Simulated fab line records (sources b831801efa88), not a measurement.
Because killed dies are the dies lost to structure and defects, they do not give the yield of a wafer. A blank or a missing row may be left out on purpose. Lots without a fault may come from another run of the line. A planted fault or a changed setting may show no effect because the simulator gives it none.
Chamber matching | flow sky130 | rie-si-02 running SKY_FIELD_ISO_ETCH_17: 4 sister chambers
The step etches Si in HBr/Cl2/O2, target depth 342 nm, time 97.7 s. 26 wafers are shown with their chamber, then 12 later ones without.

## WAFERS WITH THEIR CHAMBER
wafer  | chamber | he-backside-leak-sccm (sccm) | oes-product-au (a.u.) | throttle-valve-pct (%)
L075.2 | 2       | 2.55                         | 0.998                 | 25.677
L075.3 | 0       | 2.48                         | 1.009                 | 25.645
L075.5 | 3       | 2.70                         | 0.997                 | 25.659
L077.2 | 3       | 2.28                         | 0.983                 | 25.642
L077.5 | 3       | 2.46                         | 0.987                 | 25.668
L077.6 | 0       | 2.73                         | 1.001                 | 25.676
L079.1 | 1       | 2.96                         | 0.985                 | 25.682
L079.2 | 3       | 2.60                         | 0.997                 | 25.659
L079.4 | 0       | 2.52                         | 0.994                 | 25.645
L081.3 | 2       | 2.53                         | 1.000                 | 25.650
L081.5 | 2       | 2.49                         | 0.998                 | 25.643
L081.6 | 1       | 2.96                         | 0.983                 | 25.669
L082.4 | 2       | 2.73                         | 0.994                 | 25.668
L082.5 | 0       | 2.45                         | 1.009                 | 25.658
L082.6 | 1       | 2.99                         | 0.979                 | 25.666
L083.2 | 0       | 2.62                         | 1.001                 | 25.655
L083.5 | 3       | 2.82                         | 0.998                 | 25.643
L083.6 | 2       | 2.41                         | 0.999                 | 25.672
L087.3 | 0       | 2.51                         | 1.007                 | 25.640
L087.4 | 1       | 2.93                         | 0.990                 | 25.663
L087.6 | 0       | 2.70                         | 1.008                 | 25.665
L090.3 | 2       | 2.54                         | 0.997                 | 25.660
L090.4 | 3       | 2.74                         | 0.996                 | 25.638
L090.6 | 1       | 2.86                         | 0.982                 | 25.669
L091.4 | 3       | 2.42                         | 0.980                 | 25.661
L091.5 | 2       | 2.55                         | 0.980                 | 25.665

SIGNATURES (averages over the wafers above)
reading               | chamber 0 | chamber 1 | chamber 2 | chamber 3 | scatter within a chamber
he-backside-leak-sccm | 2.5729    | 2.9400    | 2.5429    | 2.5743    | 0.129
oes-product-au        | 1.00414   | 0.98380   | 0.99514   | 0.99114   | 0.00638
throttle-valve-pct    | 25.65486  | 25.66980  | 25.66214  | 25.65286  | 0.0114
Rule: a wafer lies at a distance from a chamber equal to the root of the sum of squares, over the readings, of (its reading less the chamber's mean, divided by the reading's scatter). If the next closest chamber is less than 2 further off than the closest, the wafer can't be placed; otherwise it belongs to the closest. The scatter: take each reading less its chamber's mean, square it, sum over the shown wafers, divide by the number of wafers less the number of chambers, and take the root.

## WAFERS WITH NO CHAMBER GIVEN
wafer  | he-backside-leak-sccm (sccm) | oes-product-au (a.u.) | throttle-valve-pct (%)
L093.3 | 2.71                         | 0.998                 | 25.657
L093.5 | 2.57                         | 0.987                 | 25.654
L093.6 | 2.66                         | 0.994                 | 25.686
L094.3 | 2.53                         | 0.991                 | 25.665
L094.4 | 2.92                         | 0.980                 | 25.670
L094.5 | 2.61                         | 0.992                 | 25.675
L095.2 | 2.97                         | 0.985                 | 25.661
L095.3 | 2.52                         | 0.998                 | 25.652
L095.4 | 2.47                         | 0.992                 | 25.654
L096.1 | 3.06                         | 0.975                 | 25.664
L096.3 | 2.44                         | 1.002                 | 25.654
L096.6 | 2.73                         | 0.993                 | 25.666

## WHICH CHAMBER EACH ONE RAN IN
wafer  | from the rows above               | in truth
L093.3 | can't be placed: 2 or 0 or 3 or 1 | 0
L093.5 | can't be placed: 3 or 2           | 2
L093.6 | can't be placed: 2 or 3 or 1 or 0 | 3
L094.3 | can't be placed: 2 or 3 or 0      | 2
L094.4 | 1                                 | 1
L094.5 | can't be placed: 2 or 3 or 0 or 1 | 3
L095.2 | 1                                 | 1
L095.3 | can't be placed: 2 or 0 or 3      | 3
L095.4 | can't be placed: 3 or 2 or 0      | 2
L096.1 | 1                                 | 1
L096.3 | can't be placed: 0 or 2 or 3      | 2
L096.6 | can't be placed: 2 or 3 or 1 or 0 | 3
Placed correctly: 3 of 12. Can't be placed from these rows: 9 (the true chamber is among the candidates in 9). Wrongly placed: 0.
